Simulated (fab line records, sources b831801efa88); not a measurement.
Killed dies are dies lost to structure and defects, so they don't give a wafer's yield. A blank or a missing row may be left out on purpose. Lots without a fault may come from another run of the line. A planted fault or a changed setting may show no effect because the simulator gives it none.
A struck lot beside a sound one | flow gf180mcu | 18 steps out of a route of 602
Sound: wafers L444.3, L444.4, L444.5. Struck: wafer L441.4. (L441.1, L441.6 of the same lot were not struck and are left out.) The cause comes at the end.
At each step with rows: each side's tool, then ch and its chambers, then its first start. Under that, the readings that differ: sound wafers | struck wafers | difference of the means | sigmas: that difference in standard deviations of wafers without a fault.
alike: readings whose means differ by less than 2 such deviations, and words and numbers that are the same on both sides. not compared: withheld readings, readings that some wafer has no value for, bounds like >300 that may hide the same value, and numbers for which the record gives no deviation and whose values overlap.
The two part at a step that has a row with sigmas, a row that says differs or no value, or rows on one side only. Numbers that don't overlap but have no deviation are shown without sigmas and don't part them. A reading that every wafer of one side lacks parts them only if that side has two wafers or more.

first, 3 steps without rows for these wafers: GF_V4_EXPOSE_11 (exposes mask Via4, target cd 260 nm); GF_V4_PEB_12 (peb time 90 s); GF_V4_DEVELOP_13 (develop time 60 s).
GF_V4_CD_MEAS_14: target cd 260 nm.
  sound on cd_sem-02, day 27 20:22; struck on cd_sem-02, day 26 23:52
  alike: cd_nm
GF_V4_OVL_MEAS_15:
  sound on overlay-02, day 27 20:27; struck on overlay-01, day 26 23:59
  alike: V4_OVL
then, 1 step without rows for these wafers: GF_V4_ETCH_16 (etches BARC in N2/H2).
GF_V4_ETCH_17: etches SiO2 in C4F8/O2/Ar, stops on TiN, target depth 630 nm.
  sound on rie_diel-02 ch 0,2; struck on rie_diel-04 ch 0
  alike: oes_product_au
GF_V4_STRIP_18: strips in O2/N2.
  sound on plasma_asher-04 ch 0,1, day 27 20:38; struck on plasma_asher-02 ch 1, day 27 00:09
  reading                     | sound       | struck | difference | sigmas
  drypump_motor_current_A (A) | 4.9 5.7 4.9 | 6.1    | +0.9       | +2
  alike: heater_power_w, oes_product_au
  not compared: rf_hours_counter_h
then, 2 steps without rows for these wafers: GF_V4_STRIP_19 (strips in post etch residue remover, time 1200 s); GF_V4_CLEAN_20 (cleans in DIW).
GF_V4_SPUTTER_21: material Ti, target thk 15 nm, time 80.02 s.
  sound on pvd_sputter-02, day 27 21:08; struck on pvd_sputter-04, day 27 00:41
  alike: cathode_dc_power_W, throttle_valve_pct
GF_V4_SPUTTER_22: material TiN, target thk 10 nm, time 40 s.
  sound on pvd_sputter-02, day 27 21:12; struck on pvd_sputter-04, day 27 00:45
  alike: cathode_dc_power_W, throttle_valve_pct
GF_V4_CVD_23: deposits W, target thk 350 nm, time 104.9 s.
  sound on cvd_w-02 ch 0,1, day 27 21:17; struck on cvd_w-01 ch 0, day 27 00:47
  reading                          | sound           | struck | difference | sigmas
  model.W_of_V4_CVD_23.thk_nm (nm) | 341.7 351 349.8 | 533    | +186       |
  alike: chamber_pressure_Torr, heater_power_w
GF_V4_RS_MEAS_24: measures by four-point-probe.
  sound on film_metro-02, day 27 21:23; struck on film_metro-02, day 27 01:11
  reading          | sound             | struck | difference | sigmas
  V4_W_RS (ohm/sq) | 0.335 0.327 0.328 | 0.215  | -0.115     | -26
  not compared: hold
GF_V4_THK_MEAS_25: measures by xrf.
  sound on film_metro-02, day 27 21:29; struck on film_metro-02, day 27 05:03
  reading       | sound       | struck | difference | sigmas
  V4_W_THK (nm) | 341 353 349 | 534    | +186       | +32
  not compared: hold
GF_V4_CMP_26: polishes, stops on SiO2, t overpolish 15 s, target thk 0 nm.
  sound on cmp-01 ch 0,2,3, day 27 21:38; struck on cmp-02 ch 2, day 27 09:29
  reading                | sound    | struck                   | difference                   | sigmas
  hold                   | - - -    | await_dispo/2.5h/release | no value on the sound wafers |
  time_to_endpoint_s (s) | 84 87 88 | 130                      | +44                          | +11
  alike: motor_current_A, platen_rpm
GF_MIM_SPUTTER_00: material Ti, target thk 37.5 nm, time 150 s.
  sound on pvd_sputter-01, day 27 21:50; struck on pvd_sputter-01, day 27 09:47
  reading                | sound                | struck | difference | sigmas
  cathode_dc_power_W (W) | 4001.1 3999.4 4001.3 | 3998.9 | -1.7       | -2
  alike: throttle_valve_pct
then, 1 step without rows for these wafers: GF_PASSIVATION_PROBE_99.

WHERE THEY PART
First at GF_V4_STRIP_18; last, within this record, at GF_MIM_SPUTTER_00.

WHY: what the simulator had put in
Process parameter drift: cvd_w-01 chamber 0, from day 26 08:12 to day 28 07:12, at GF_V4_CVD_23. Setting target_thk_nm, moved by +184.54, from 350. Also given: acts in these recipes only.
